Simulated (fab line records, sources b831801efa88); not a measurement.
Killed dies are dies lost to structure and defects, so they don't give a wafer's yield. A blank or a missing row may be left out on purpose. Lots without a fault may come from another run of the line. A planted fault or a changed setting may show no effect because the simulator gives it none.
A struck lot beside a sound one | flow sky130 | 16 steps out of a route of 708
Sound: wafers L967.1, L967.5, L967.6. Struck: wafers L975.2, L975.3, L975.4. The cause comes at the end.
At each step with rows: each side's tool, then ch and its chambers, then its first start. Under that, the readings that differ: sound wafers | struck wafers | difference of the means | sigmas: that difference in standard deviations of wafers without a fault.
alike: readings whose means differ by less than 2 such deviations, and words and numbers that are the same on both sides. not compared: withheld readings, readings that some wafer has no value for, bounds like >300 that may hide the same value, and numbers for which the record gives no deviation and whose values overlap.
The two part at a step that has a row with sigmas, a row that says differs or no value, or rows on one side only. Numbers that don't overlap but have no deviation are shown without sigmas and don't part them. A reading that every wafer of one side lacks parts them only if that side has two wafers or more.

first, 2 steps without rows for these wafers: SKY_NWELL_IMPLANT_12; SKY_NWELL_IMPLANT_13.
SKY_NWELL_STRIP_14: strips in O2/N2.
  sound on plasma_asher-02 ch 0,1, day 6 14:16; struck on plasma_asher-04 ch 0,1, day 8 14:52
  alike: drypump_motor_current_A, oes_product_au, strip_time_to_endpoint_s
  not compared: rf_hours_counter_h
SKY_NWELL_TW_MEAS_15:
  sound on film_metro-01, day 6 14:22; struck on film_metro-03, day 8 14:59
  reading  | sound          | struck         | difference | sigmas
  NWELL_TW | 1829 1844 1842 | 1779 1794 1783 | -53        | -3
then, 7 steps without rows for these wafers: SKY_NWELL_DEHYDRATE_16 (time 60 s); SKY_NWELL_HMDS_17 (prime time 60 s); SKY_NWELL_COAT_18 (resist thk 3000 nm); SKY_NWELL_SOFTBAKE_19; SKY_NWELL_EXPOSE_20 (exposes mask NWM COMPLEMENT, target cd 840 nm); SKY_NWELL_PEB_21; SKY_NWELL_DEVELOP_22 (develop time 60 s).
SKY_NWELL_OVL_MEAS_23:
  sound on overlay-02, day 7 10:08; struck on overlay-02, day 9 10:59
  alike: NWELL_01_OVL
SKY_NWELL_IMPLANT_24:
  sound on implanter-04 ch 0, day 7 10:10; struck on implanter-01 ch 0, day 9 11:03
  reading            | sound                        | struck                        | difference | sigmas
  dose_ions_cm2      | 9.19e+12 9.191e+12 9.207e+12 | 7.854e+12 7.862e+12 7.862e+12 | -1.337e+12 | -99 or more
  faraday_current_uA | 52.2 53.1 51.9               | 45.5 44.6 41.9                | -8.4       | -8
  alike: beam_on_s
SKY_NWELL_STRIP_25: strips in O2/N2.
  sound on plasma_asher-04 ch 0,1, day 7 10:19; struck on plasma_asher-01 ch 0,1, day 9 11:10
  alike: drypump_motor_current_A, oes_product_au, strip_time_to_endpoint_s
  not compared: rf_hours_counter_h
SKY_NWELL_TW_MEAS_26:
  sound on film_metro-01, day 7 10:25; struck on film_metro-04, day 9 11:17
  reading    | sound       | struck      | difference | sigmas
  NWELL_2_TW | 497 494 496 | 478 474 478 | -19        | -3
  not compared: hold
-- the record jumps here: 42 days lie between the struck wafers' starts before and after (it left off in module NWELL and takes up again in module PAD_OPEN, whose first step shown is number 708 of the route) --
SKY_PAD_OPEN_PROBE_99:
  sound on prober-01, day 47 21:02; struck on prober-02, day 51 14:34
  reading                                    | sound                         | struck                        | difference | sigmas
  killed_at_contacts                         | 19 18 21                      | 27 44 40                      | +18        | +3
  model.etest.pfet_16v.r_on_ohm_um           | 1.547e+04 1.525e+04 1.545e+04 | 1.629e+04 1.658e+04 1.625e+04 | +9.833e+02 |
  model.etest.res_iso_pwell.rs_ohm_sq        | 2919 2872 2897                | 3571 3822 3674                | +793       |
  model.etest.res_pwell_under_gate.rs_ohm_sq | 2280 2297 2270                | 2513 2531 2540                | +246       |
  model.etest.res_iso_pwell.line_ohm_um      | 1092 1083 1086                | 1371 1466 1384                | +320       |
  model.etest.pfet_16v.drive_ua_um           | 237.7 238.8 236.4             | 231.8 224.8 229.7             | -8.9       |
  model.etest.field_n.vt_v (V)               | 36.15 35.76 35.98             | 33.17 33.5 33.23              | -2.66      |
  model.etest.nfet_05v0_nvt.vt_sat_v (V)     | 0.2864 0.2921 0.2834          | 0.2732 0.2803 0.2791          | -0.0098    |
  model.etest.nfet_05v0_nvt.vt_v (V)         | 0.3118 0.3195 0.3082          | 0.2999 0.3068 0.3063          | -0.0088    |
  alike: killed_at_M0_to_M3, killed_at_M4_up, killed_at_front_end, killed_at_other, killed_dies, killed_open, killed_short

WHERE THEY PART
First at SKY_NWELL_TW_MEAS_15; last, within this record, at SKY_PAD_OPEN_PROBE_99.

WHY: what the simulator had put in
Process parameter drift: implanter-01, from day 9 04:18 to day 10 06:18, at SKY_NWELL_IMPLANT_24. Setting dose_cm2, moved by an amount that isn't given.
